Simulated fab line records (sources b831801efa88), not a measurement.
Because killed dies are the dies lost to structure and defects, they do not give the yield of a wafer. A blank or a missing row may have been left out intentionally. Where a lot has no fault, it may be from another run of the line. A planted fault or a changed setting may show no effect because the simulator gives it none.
A single fault, viewed from 2 desks + flow gf180mcu + each desk has only its own numbers; what lay behind them comes last

== AT THE METROLOGY DESK ==
Means of the sampled wafers that have a number, per lot and without regard to the tool the lot ran on: this is what the gauges read. A lot is out of limits, marked OUT, if its mean lies more than 4 standard deviations from the usual mean; the brackets give that distance.
Columns: A = V5_OVL at GF_V5_OVL_MEAS_15, usual 3 nm; B = V5_W_THK at GF_V5_THK_MEAS_25, usual 353 nm
| lot  | first seen here | A  | B   |
|------|-----------------|----|-----|
| L333 | day 27 09:38    | 12 | 354 |
| L334 | day 27 12:22    | 5  | 350 |
| L336 | day 28 06:34    | 0  | 356 |
| L337 | day 28 14:59    | 5  | 351 |
| L338 | day 29 01:37    | 5  | 346 |
| L339 | day 29 07:56    | 4  | 352 |
| L344 | day 30 17:01    | -3 | 350 |
| L345 | day 31 02:45    | 4  | 351 |
| L347 | day 31 13:22    | -1 | 350 |
| L348 | day 31 21:27    | -1 | 352 |
| L349 | day 32 00:54    | 2  | 351 |
| L353 | day 33 01:29    | 6  | 352 |
| L354 | day 33 06:12    | 5  | 349 |
| L356 | day 33 15:30    | 8  | 357 |
This desk found nothing out of limits on any of the 14 lots.

== THE TOOL OWNER'S DESK: plasma_asher-01 ==
The tool's own readings at GF_MVPSD_STRIP_10 (strips in O2/N2): means of the sampled wafers that have a number, for each lot that ran on this tool. A lot is out of limits, marked OUT, if its mean lies more than 4 standard deviations from the usual mean; the brackets give that distance.
Columns: A = drypump_motor_current_A at GF_MVPSD_STRIP_10, usual 5.5 A; B = heater_power_w at GF_MVPSD_STRIP_10, usual 315 W; C = oes_product_au at GF_MVPSD_STRIP_10, usual 0.723 a.u.; D = strip_time_to_endpoint_s at GF_MVPSD_STRIP_10, usual 37.00 s
| lot  | first seen here | A   | B   | C     | D     |
|------|-----------------|-----|-----|-------|-------|
| L337 | day 6 01:04     | 5.5 | 303 | 0.727 | 36.96 |
| L338 | day 6 07:26     | 5.4 | 317 | 0.725 | 36.83 |
| L339 | day 6 13:01     | 5.5 | 303 | 0.726 | 36.95 |
| L344 | day 7 20:31     | 5.5 | 304 | 0.722 | 37.04 |
| L345 | day 8 01:10     | 5.3 | 317 | 0.721 | 37.14 |
This desk found nothing out of limits on any of the 5 lots.

== ALL TOGETHER ==
Metrology desk: nothing out of limits seen.
The tool owner's desk saw nothing out of limits.

== WHAT WAS PUT IN BY THE SIMULATOR ==
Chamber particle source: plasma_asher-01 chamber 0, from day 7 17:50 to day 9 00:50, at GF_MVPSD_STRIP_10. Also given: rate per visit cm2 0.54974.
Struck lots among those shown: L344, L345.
